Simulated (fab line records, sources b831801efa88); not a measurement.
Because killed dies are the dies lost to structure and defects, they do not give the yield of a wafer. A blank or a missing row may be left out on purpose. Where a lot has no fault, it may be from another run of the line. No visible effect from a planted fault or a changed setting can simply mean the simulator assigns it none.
The same fault as seen by 2 desks / flow gf180mcu / numbers are kept per desk, each desk with only its own; the story behind them comes last

== FOR THE TOOL OWNER'S DESK: cvd-w-01 ==
The tool's own readings at GF_V3_CVD_23 (deposits W, target thk 350 nm, time 104.9 s): means of the sampled wafers that have a number, for each lot that ran on this tool. Any lot whose mean is over 4 standard deviations away from the usual mean is out of limits and marked OUT; that distance is given in the brackets.
Columns: A = heater-power-w at GF_V3_CVD_23, usual 866 W
lot=L701; first seen here=day 22 06:58; A=841
lot=L702; first seen here=day 22 19:01; A=858
lot=L704; first seen here=day 24 07:25; A=850
lot=L707; first seen here=day 24 13:01; A=843
lot=L712; first seen here=day 26 09:02; A=843
lot=L713; first seen here=day 26 12:13; A=851
lot=L716; first seen here=day 27 11:28; A=855
lot=L721; first seen here=day 29 04:03; A=836
lot=L722; first seen here=day 29 06:22; A=834
This desk's verdict: no lot among the 9 shows anything out of limits.

== METROLOGY DESK ==
What the gauges read, lot by lot, whatever tool the lot ran on: means of the sampled wafers that have a number. Any lot whose mean is over 4 standard deviations away from the usual mean is out of limits and marked OUT; that distance is given in the brackets.
Columns: A = M3_OVL at GF_M3_OVL_MEAS_15, usual 2 nm; B = V3_W_RS at GF_V3_RS_MEAS_24, usual 0.3291 ohm/sq; C = V3_W_THK at GF_V3_THK_MEAS_25, usual 344 nm; D = V4_CVD_00_THK at GF_V4_THK_MEAS_01, usual 598 nm
lot=L701; first seen here=day 21 05:26; A=-7; B=0.3282; C=344; D=594
lot=L702; first seen here=day 21 17:29; A=-1; B=0.3268; C=345; D=601
lot=L704; first seen here=day 23 10:21; A=4; B=0.3266; C=346; D=601
lot=L707; first seen here=day 23 14:19; A=6; B=0.3320; C=346; D=598
lot=L712; first seen here=day 25 10:04; A=6; B=0.3318; C=347; D=595
lot=L713; first seen here=day 25 12:47; A=6; B=0.3273; C=345; D=599
lot=L715; first seen here=day 26 09:23; A=3; B=0.3273; C=349; D=593
lot=L716; first seen here=day 26 12:40; A=-4; B=0.3050 (-8.9) OUT; C=374 (+8.2) OUT; D=600
lot=L721; first seen here=day 28 05:44; A=-3; B=0.2845 (-16) OUT; C=406 (+17) OUT; D=604
lot=L722; first seen here=day 28 09:01; A=3; B=0.2825 (-17) OUT; C=408 (+18) OUT; D=598
lot=L723; first seen here=day 28 09:23; A=5; B=0.3297; C=344; D=599
This desk's finding: out of limits on L716, L721, L722; first on L716, day 27 11:35 (V3_W_RS at GF_V3_RS_MEAS_24). L701, L702, L704, L707, L712, L713, L715, L723: within limits.

== PUT TOGETHER ==
At day 27 11:35 the metrology desk could have sounded an alarm, on L716, L721, L722.
The desk of the tool owner found nothing out of limits.
Tool owner's desk: L716, L721, L722 on record, inside its limits.
The lots listed all ran GF_V3_CVD_23 on cvd-w-01.

== WHAT HAD BEEN PUT IN BY THE SIMULATOR ==
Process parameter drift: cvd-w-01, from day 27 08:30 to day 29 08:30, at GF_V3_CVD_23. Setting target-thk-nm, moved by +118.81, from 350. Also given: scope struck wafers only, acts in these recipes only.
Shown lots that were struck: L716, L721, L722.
Hours from the fault's start to each desk's first reading out of limits: the metrology desk, 3.
